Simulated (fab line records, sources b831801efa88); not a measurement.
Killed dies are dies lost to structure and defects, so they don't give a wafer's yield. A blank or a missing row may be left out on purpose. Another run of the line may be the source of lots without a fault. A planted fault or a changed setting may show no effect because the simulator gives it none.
Which tool is to blame? | flow gf180mcu | 30 wafers from 10 lots sampled at 6 of the route's 602 steps

== WHAT EACH GAUGE READ, for each wafer ==
GF_V4_RS_MEAS_24: measures by four-point-probe.
lot  | measured     | on           | V4_W_RS (ohm/sq)
L580 | day 25 00:52 | filmMetro-02 | 0.331 0.327 0.329
L582 | day 26 06:09 | filmMetro-01 | 0.333 0.332 0.332
L583 | day 26 13:11 | filmMetro-04 | 0.334 0.333 0.327
L586 | day 27 10:26 | filmMetro-01 | 0.330 0.328 0.327
L588 | day 28 00:13 | filmMetro-04 | 0.329 0.332 0.329
L589 | day 28 09:51 | filmMetro-04 | 0.331 0.333 0.330
L590 | day 28 12:04 | filmMetro-04 | 0.332 0.329 0.333
L597 | day 30 06:05 | filmMetro-01 | 0.328 0.322 0.327
L598 | day 30 15:53 | filmMetro-02 | 0.335 0.336 0.336
L601 | day 31 09:09 | filmMetro-02 | 0.329 0.323 0.324

GF_V4_THK_MEAS_25: measures by xrf.
lot  | measured     | on           | V4_W_THK (nm)
L580 | day 25 00:58 | filmMetro-02 | 328 329 328
L582 | day 26 06:16 | filmMetro-01 | 330 329 330
L583 | day 26 13:19 | filmMetro-04 | 326 330 336
L586 | day 27 10:33 | filmMetro-01 | 335 335 336
L588 | day 28 00:20 | filmMetro-04 | 333 331 334
L589 | day 28 09:58 | filmMetro-04 | 331 330 331
L590 | day 28 12:10 | filmMetro-04 | 330 333 329
L597 | day 30 06:12 | filmMetro-01 | 339 344 342
L598 | day 30 16:01 | filmMetro-02 | 327 327 326
L601 | day 31 09:16 | filmMetro-02 | 333 337 336

GF_MIM_THK_MEAS_06.
lot  | measured     | on           | MIM_CVD_05_THK (nm)
L580 | day 25 01:35 | filmMetro-03 | 41.5 42.8 42.2
L582 | day 26 06:52 | filmMetro-02 | 41.5 42.3 41.7
L583 | day 26 13:55 | filmMetro-01 | 41.5 42.3 42.5
L586 | day 27 11:10 | filmMetro-01 | 42.3 42.5 42.3
L588 | day 28 00:58 | filmMetro-01 | 41.6 41.5 42.3
L589 | day 28 10:34 | filmMetro-03 | 41.1 41.8 42.8
L590 | day 28 12:47 | filmMetro-02 | 40.9 41.6 42.1
L597 | day 30 06:49 | filmMetro-02 | 41.7 42.3 42.4
L598 | day 30 16:37 | filmMetro-01 | 42.0 41.3 43.0
L601 | day 31 09:53 | filmMetro-03 | 41.4 41.6 43.1

GF_MIM_RS_MEAS_10: measures by four-point-probe.
lot  | measured     | on           | MIM_ALCU_RS (ohm/sq)
L580 | day 25 01:46 | filmMetro-03 | 0.1603 0.1577 0.1599
L582 | day 26 07:02 | filmMetro-01 | 0.1604 0.1610 0.1626
L583 | day 26 14:05 | filmMetro-03 | 0.1617 0.1637 0.1630
L586 | day 27 11:20 | filmMetro-03 | 0.1621 0.1578 0.1573
L588 | day 28 01:07 | filmMetro-02 | 0.1609 0.1597 0.1616
L589 | day 28 10:44 | filmMetro-03 | 0.1436 0.1604 0.1622
L590 | day 28 12:58 | filmMetro-01 | 0.1440 0.1614 0.1598
L597 | day 30 06:59 | filmMetro-01 | 0.1614 0.1594 0.1591
L598 | day 30 16:47 | filmMetro-03 | 0.1622 0.1582 0.1601
L601 | day 31 10:03 | filmMetro-01 | 0.1633 0.1633 0.1599

GF_MIM_THK_MEAS_11: measures by xrf.
lot  | measured     | on           | MIM_ALCU_THK (nm)
L580 | day 25 01:52 | filmMetro-03 | 202.2 205.8 203.4
L582 | day 26 07:09 | filmMetro-01 | 198.8 198.9 198.2
L583 | day 26 14:12 | filmMetro-03 | 200.2 198.4 199.0
L586 | day 27 11:27 | filmMetro-03 | 198.8 203.9 204.2
L588 | day 28 01:14 | filmMetro-02 | 199.4 202.0 200.0
L589 | day 28 10:51 | filmMetro-03 | 223.8 201.7 200.2
L590 | day 28 13:04 | filmMetro-01 | 223.2 199.6 201.4
L597 | day 30 07:05 | filmMetro-01 | 199.9 201.6 201.9
L598 | day 30 16:54 | filmMetro-03 | 200.1 203.8 202.4
L601 | day 31 10:10 | filmMetro-01 | 197.0 195.8 201.2

== WHAT TOOL EACH LOT RAN ON (gives the tool, then ch and the chambers of the sampled wafers, and finally the start) ==
lot  | GF_MIM_SPUTTER_08
L580 | pvdSputter-04, day 25 01:40
L582 | pvdSputter-04, day 26 06:58
L583 | pvdSputter-04, day 26 14:02
L586 | pvdSputter-04, day 27 11:16
L588 | pvdSputter-04, day 28 01:04
L589 | pvdSputter-04, day 28 10:40
L590 | pvdSputter-04, day 28 12:52
L597 | pvdSputter-02, day 30 06:55
L598 | pvdSputter-02, day 30 16:44
L601 | pvdSputter-04, day 31 09:59
- GF_MIM_SPUTTER_08: material AlCu, target thk 200 nm, time 10.6 s.

== AS READ BY THE TOOLS THEMSELVES (means over the sampled wafers that have a number; for cases with no such wafer, the mark the record gives instead) ==
GF_MIM_SPUTTER_08.
lot  | tool          | cathodeDcPowerW (W) | throttleValvePct (%)
L580 | pvdSputter-04 | 10599               | 30.6
L582 | pvdSputter-04 | 10600               | 30.1
L583 | pvdSputter-04 | 10601               | 29.6
L586 | pvdSputter-04 | 10598               | 30.7
L588 | pvdSputter-04 | 10600               | 29.5
L589 | pvdSputter-04 | 10981               | 29.7
L590 | pvdSputter-04 | 10982               | 31.1
L597 | pvdSputter-02 | 10601               | 29.6
L598 | pvdSputter-02 | 10598               | 29.1
L601 | pvdSputter-04 | 10601               | 29.9

== THE ANSWER, worked out from the rows above alone ==
Rule: the usual values come from the lots themselves. Put in order of their means at a reading, lots are off if they are a third of the lots or fewer, leave a main group of 4 or more, and stand apart from it by a gap of 3 or more times the standard deviation of the main group's means; of several such gaps the widest counts. A main group whose means are all the same, to the digits that the tables above print for the reading, isn't used. Also off: a lot with no number at a reading for which 4 or more lots have one. Where the step has rows for the other lots, those lots are counted as sound. The gauges are gone through in route order, then the tools' own readings, and for those a lot's mean is taken as printed above. At the first step where some lot is off, the reading lying furthest off is the one used; lots without a number count as furthest.
Off: L589, L590 (GF_MIM_SPUTTER_08, cathodeDcPowerW). Mean 10600 W and standard deviation 1.2 in the main group.
A tool fits if, at that step or a process step before it, it ran every lot that is off, and no sound lot after the first of them. Of those tried, none fits.

== WHAT WAS PUT IN BY THE SIMULATOR ==
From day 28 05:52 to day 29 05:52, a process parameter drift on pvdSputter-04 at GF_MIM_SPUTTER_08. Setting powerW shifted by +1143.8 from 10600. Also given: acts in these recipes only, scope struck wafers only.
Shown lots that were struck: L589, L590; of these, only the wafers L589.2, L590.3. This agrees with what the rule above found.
